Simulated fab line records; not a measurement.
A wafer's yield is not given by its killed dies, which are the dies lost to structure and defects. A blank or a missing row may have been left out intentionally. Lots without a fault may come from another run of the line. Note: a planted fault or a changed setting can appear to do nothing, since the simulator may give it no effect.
Which tool was responsible? :: flow sky130 :: 30 wafers from 10 lots sampled at 4 of the route's 708 steps

== WHAT THE GAUGES READ, wafer by wafer ==
SKY_VIA1_RS_MEAS_22: the measuring method here is four-point-probe. Usual: VIA1_W_RS 0.425 ohm/sq, standard deviation 0.0094.
lot: L646
measured: day 34 01:02
on: filmMetro-03
VIA1_W_RS (ohm/sq): 0.430 0.423 0.425
flag: 

lot: L647
measured: day 34 04:53
on: filmMetro-02
VIA1_W_RS (ohm/sq): 0.429 0.433 0.410
flag: 

lot: L648
measured: day 34 16:22
on: filmMetro-01
VIA1_W_RS (ohm/sq): 0.432 0.434 0.434
flag: 

lot: L652
measured: day 35 17:49
on: filmMetro-02
VIA1_W_RS (ohm/sq): 0.430 0.432 0.429
flag: 

lot: L656
measured: day 37 15:16
on: filmMetro-01
VIA1_W_RS (ohm/sq): 0.407 0.427 0.429
flag: 

lot: L657
measured: day 37 22:22
on: filmMetro-02
VIA1_W_RS (ohm/sq): 0.411 0.425 0.410
flag: 

lot: L663
measured: day 39 21:52
on: filmMetro-01
VIA1_W_RS (ohm/sq): 0.434 0.426 0.429
flag: 

lot: L662
measured: day 40 00:07
on: filmMetro-03
VIA1_W_RS (ohm/sq): 0.434 0.433 0.436
flag: 

lot: L665
measured: day 40 02:28
on: filmMetro-03
VIA1_W_RS (ohm/sq): 0.438 0.434 0.430
flag: 

lot: L669
measured: day 41 05:00
on: filmMetro-02
VIA1_W_RS (ohm/sq): 0.428 0.423 0.424
flag: 

== TOOL THAT RAN EACH LOT (tool first, then ch and the chambers of the sampled wafers, then the start) ==
lot: L646
SKY_CONTACT_ETCH_16: rieDiel-04 ch 0,3, day 31 14:29
SKY_METAL1_METAL_ETCH_19: rieMetal-04 ch 0,1, day 32 19:39
SKY_METAL1_STRIP_20: plasmaAsher-02 ch 0,1, day 32 19:44

lot: L647
SKY_CONTACT_ETCH_16: rieDiel-02 ch 1,3, day 31 18:02
SKY_METAL1_METAL_ETCH_19: rieMetal-03 ch 1, day 32 23:31
SKY_METAL1_STRIP_20: plasmaAsher-02 ch 0,1, day 32 23:41

lot: L648
SKY_CONTACT_ETCH_16: rieDiel-04 ch 0,3, day 32 05:43
SKY_METAL1_METAL_ETCH_19: rieMetal-03 ch 0,1, day 33 10:58
SKY_METAL1_STRIP_20: plasmaAsher-01 ch 0,1, day 33 11:04

lot: L652
SKY_CONTACT_ETCH_16: rieDiel-02 ch 0,1,3, day 33 08:25
SKY_METAL1_METAL_ETCH_19: rieMetal-04 ch 1, day 34 12:34
SKY_METAL1_STRIP_20: plasmaAsher-04 ch 0,1, day 34 12:40

lot: L656
SKY_CONTACT_ETCH_16: rieDiel-02 ch 0,1,3, day 35 06:46
SKY_METAL1_METAL_ETCH_19: rieMetal-02 ch 0,1, day 36 11:01
SKY_METAL1_STRIP_20: plasmaAsher-01 ch 0,1, day 36 11:07

lot: L657
SKY_CONTACT_ETCH_16: rieDiel-02 ch 0,1,2, day 35 14:32
SKY_METAL1_METAL_ETCH_19: rieMetal-04 ch 0,1, day 36 18:11
SKY_METAL1_STRIP_20: plasmaAsher-01 ch 0,1, day 36 18:17

lot: L663
SKY_CONTACT_ETCH_16: rieDiel-02 ch 0,1,3, day 37 15:04
SKY_METAL1_METAL_ETCH_19: rieMetal-04 ch 0,1, day 38 18:25
SKY_METAL1_STRIP_20: plasmaAsher-01 ch 0,1, day 38 18:31

lot: L662
SKY_CONTACT_ETCH_16: rieDiel-01 ch 0,1,3, day 37 17:17
SKY_METAL1_METAL_ETCH_19: rieMetal-04 ch 0,1, day 38 20:38
SKY_METAL1_STRIP_20: plasmaAsher-04 ch 0,1, day 38 20:44

lot: L665
SKY_CONTACT_ETCH_16: rieDiel-02 ch 0,1, day 37 19:40
SKY_METAL1_METAL_ETCH_19: rieMetal-04 ch 0,1, day 38 22:40
SKY_METAL1_STRIP_20: plasmaAsher-01 ch 0,1, day 38 22:46

lot: L669
SKY_CONTACT_ETCH_16: rieDiel-01 ch 1,2,3, day 38 22:10
SKY_METAL1_METAL_ETCH_19: rieMetal-02 ch 0,1, day 40 01:26
SKY_METAL1_STRIP_20: plasmaAsher-02 ch 0,1, day 40 01:32
- SKY_CONTACT_ETCH_16: etches BARC in N2/H2, stops on SiO2, time 45.9 s, target depth 60 nm.
- SKY_METAL1_METAL_ETCH_19: etches the open film in Cl2/BCl3, stops on SiO2, target depth 360 nm, time 78 s.
- SKY_METAL1_STRIP_20: strips in O2/N2.

== AS READ BY THE TOOLS THEMSELVES (means over the sampled wafers that have a number; for cases with no such wafer, the mark the record gives instead) ==
SKY_CONTACT_ETCH_16. Usual: drypumpMotorCurrentA 5.6 A, standard deviation 0.44; oesProductAu 0.855 a.u., standard deviation 0.0043; runLengthS 74.3 s, standard deviation 0.58; throttleValvePct 13.225 %, standard deviation 0.0093.
lot: L646
tool: rieDiel-04
drypumpMotorCurrentA (A): 5.6
oesProductAu (a.u.): 0.851
runLengthS (s): 73.1
throttleValvePct (%): 13.220
flag: 

lot: L647
tool: rieDiel-02
drypumpMotorCurrentA (A): 6.0
oesProductAu (a.u.): 0.851
runLengthS (s): 75.1
throttleValvePct (%): 13.231
flag: 

lot: L648
tool: rieDiel-04
drypumpMotorCurrentA (A): 5.8
oesProductAu (a.u.): 0.854
runLengthS (s): 73.3
throttleValvePct (%): 13.223
flag: 

lot: L652
tool: rieDiel-02
drypumpMotorCurrentA (A): 5.7
oesProductAu (a.u.): 0.852
runLengthS (s): 74.7
throttleValvePct (%): 13.223
flag: 

lot: L656
tool: rieDiel-02
drypumpMotorCurrentA (A): 5.7
oesProductAu (a.u.): 0.857
runLengthS (s): 74.8
throttleValvePct (%): 13.236
flag: 

lot: L657
tool: rieDiel-02
drypumpMotorCurrentA (A): 5.4
oesProductAu (a.u.): 0.851
runLengthS (s): 74.7
throttleValvePct (%): 13.232
flag: 

lot: L663
tool: rieDiel-02
drypumpMotorCurrentA (A): 5.7
oesProductAu (a.u.): 0.854
runLengthS (s): 74.4
throttleValvePct (%): 13.226
flag: 

lot: L662
tool: rieDiel-01
drypumpMotorCurrentA (A): 5.3
oesProductAu (a.u.): 0.855
runLengthS (s): 74.5
throttleValvePct (%): 13.226
flag: 

lot: L665
tool: rieDiel-02
drypumpMotorCurrentA (A): 5.7
oesProductAu (a.u.): 0.858
runLengthS (s): 74.6
throttleValvePct (%): 13.236
flag: 

lot: L669
tool: rieDiel-01
drypumpMotorCurrentA (A): 5.3
oesProductAu (a.u.): 0.858
runLengthS (s): 74.2
throttleValvePct (%): 13.231
flag: 

SKY_METAL1_METAL_ETCH_19. Usual: drypumpMotorCurrentA 5.7 A, standard deviation 0.54; oesProductAu 0.854 a.u., standard deviation 0.0055; runLengthS 106.4 s, standard deviation 0.48; throttleValvePct 22.265 %, standard deviation 0.0086.
lot: L646
tool: rieMetal-04
drypumpMotorCurrentA (A): 5.4
oesProductAu (a.u.): 0.862
runLengthS (s): 106.3
throttleValvePct (%): 22.263
flag: 

lot: L647
tool: rieMetal-03
drypumpMotorCurrentA (A): 5.5
oesProductAu (a.u.): 0.853
runLengthS (s): 106.9
throttleValvePct (%): 22.268
flag: 

lot: L648
tool: rieMetal-03
drypumpMotorCurrentA (A): 5.7
oesProductAu (a.u.): 0.857
runLengthS (s): 106.3
throttleValvePct (%): 22.265
flag: 

lot: L652
tool: rieMetal-04
drypumpMotorCurrentA (A): 6.3
oesProductAu (a.u.): 0.855
runLengthS (s): 105.8
throttleValvePct (%): 22.266
flag: 

lot: L656
tool: rieMetal-02
drypumpMotorCurrentA (A): 6.1
oesProductAu (a.u.): 0.849
runLengthS (s): 106.5
throttleValvePct (%): 22.273
flag: 

lot: L657
tool: rieMetal-04
drypumpMotorCurrentA (A): 5.4
oesProductAu (a.u.): 0.859
runLengthS (s): 106.4
throttleValvePct (%): 22.261
flag: 

lot: L663
tool: rieMetal-04
drypumpMotorCurrentA (A): 5.4
oesProductAu (a.u.): 0.981
runLengthS (s): 95.4
throttleValvePct (%): 22.259
flag: OFF

lot: L662
tool: rieMetal-04
drypumpMotorCurrentA (A): 5.4
oesProductAu (a.u.): 0.997
runLengthS (s): 95.5
throttleValvePct (%): 22.260
flag: OFF

lot: L665
tool: rieMetal-04
drypumpMotorCurrentA (A): 5.4
oesProductAu (a.u.): 0.989
runLengthS (s): 95.5
throttleValvePct (%): 22.279
flag: OFF

lot: L669
tool: rieMetal-02
drypumpMotorCurrentA (A): 6.1
oesProductAu (a.u.): 0.857
runLengthS (s): 106.6
throttleValvePct (%): 22.263
flag: 

SKY_METAL1_STRIP_20. Usual: drypumpMotorCurrentA 5.5 A, standard deviation 0.48; oesProductAu 0.343 a.u., standard deviation 0.0055; stripTimeToEndpointS 2.70 s, standard deviation 0.056.
lot: L646
tool: plasmaAsher-02
drypumpMotorCurrentA (A): 5.1
oesProductAu (a.u.): 0.339
stripTimeToEndpointS (s): 2.69
flag: 

lot: L647
tool: plasmaAsher-02
drypumpMotorCurrentA (A): 5.1
oesProductAu (a.u.): 0.342
stripTimeToEndpointS (s): 2.72
flag: 

lot: L648
tool: plasmaAsher-01
drypumpMotorCurrentA (A): 5.8
oesProductAu (a.u.): 0.342
stripTimeToEndpointS (s): 2.72
flag: 

lot: L652
tool: plasmaAsher-04
drypumpMotorCurrentA (A): 5.3
oesProductAu (a.u.): 0.343
stripTimeToEndpointS (s): 2.67
flag: 

lot: L656
tool: plasmaAsher-01
drypumpMotorCurrentA (A): 5.7
oesProductAu (a.u.): 0.338
stripTimeToEndpointS (s): 2.66
flag: 

lot: L657
tool: plasmaAsher-01
drypumpMotorCurrentA (A): 5.7
oesProductAu (a.u.): 0.345
stripTimeToEndpointS (s): 2.72
flag: 

lot: L663
tool: plasmaAsher-01
drypumpMotorCurrentA (A): 5.7
oesProductAu (a.u.): 0.359
stripTimeToEndpointS (s): 3.03
flag: OFF

lot: L662
tool: plasmaAsher-04
drypumpMotorCurrentA (A): 5.9
oesProductAu (a.u.): 0.356
stripTimeToEndpointS (s): 3.04
flag: OFF

lot: L665
tool: plasmaAsher-01
drypumpMotorCurrentA (A): 5.7
oesProductAu (a.u.): 0.359
stripTimeToEndpointS (s): 3.08
flag: OFF

lot: L669
tool: plasmaAsher-02
drypumpMotorCurrentA (A): 5.1
oesProductAu (a.u.): 0.346
stripTimeToEndpointS (s): 2.68
flag: 

== THE ANSWER, worked out from the rows above alone ==
Rule: lot off if the mean of its wafers having a number is beyond 3 standard deviations from the usual mean. A lot without any number at a reading at which 4 lots or more have one is off too. The other lots that the step has rows for count as sound. Order of review: gauges by route order, followed by the tools' own readings, for which a lot's mean as printed above is used. The first step at which some lot is off is used, and at that step the reading that is off furthest; a lot without a number counts as furthest.
Off: L663, L662, L665 (SKY_METAL1_METAL_ETCH_19, oesProductAu).
A tool fits if, at that step or a process step before it, it ran every lot that is off, and no sound lot after the first of them. One fits: SKY_METAL1_METAL_ETCH_19 on rieMetal-04. A fault onset in the window from L657 (day 36 18:11, its last sound lot) to L663 (day 38 18:25, its first lot off) fits.
The tool's own readings at SKY_METAL1_METAL_ETCH_19 bear it out: on the lots that are off they differ by more than 5 times the standard deviation of the sound lots' means. oesProductAu reads 0.989 a.u. there against 0.856 a.u. on the sound lots; runLengthS reads 95.5 s there against 106.4 s on the sound lots.

== WHAT HAD BEEN PUT IN BY THE SIMULATOR ==
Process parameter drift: rieMetal-04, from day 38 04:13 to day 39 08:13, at SKY_METAL1_METAL_ETCH_19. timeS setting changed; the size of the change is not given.
Lots struck among those shown: L663, L662, L665. Same finding as the rule above.
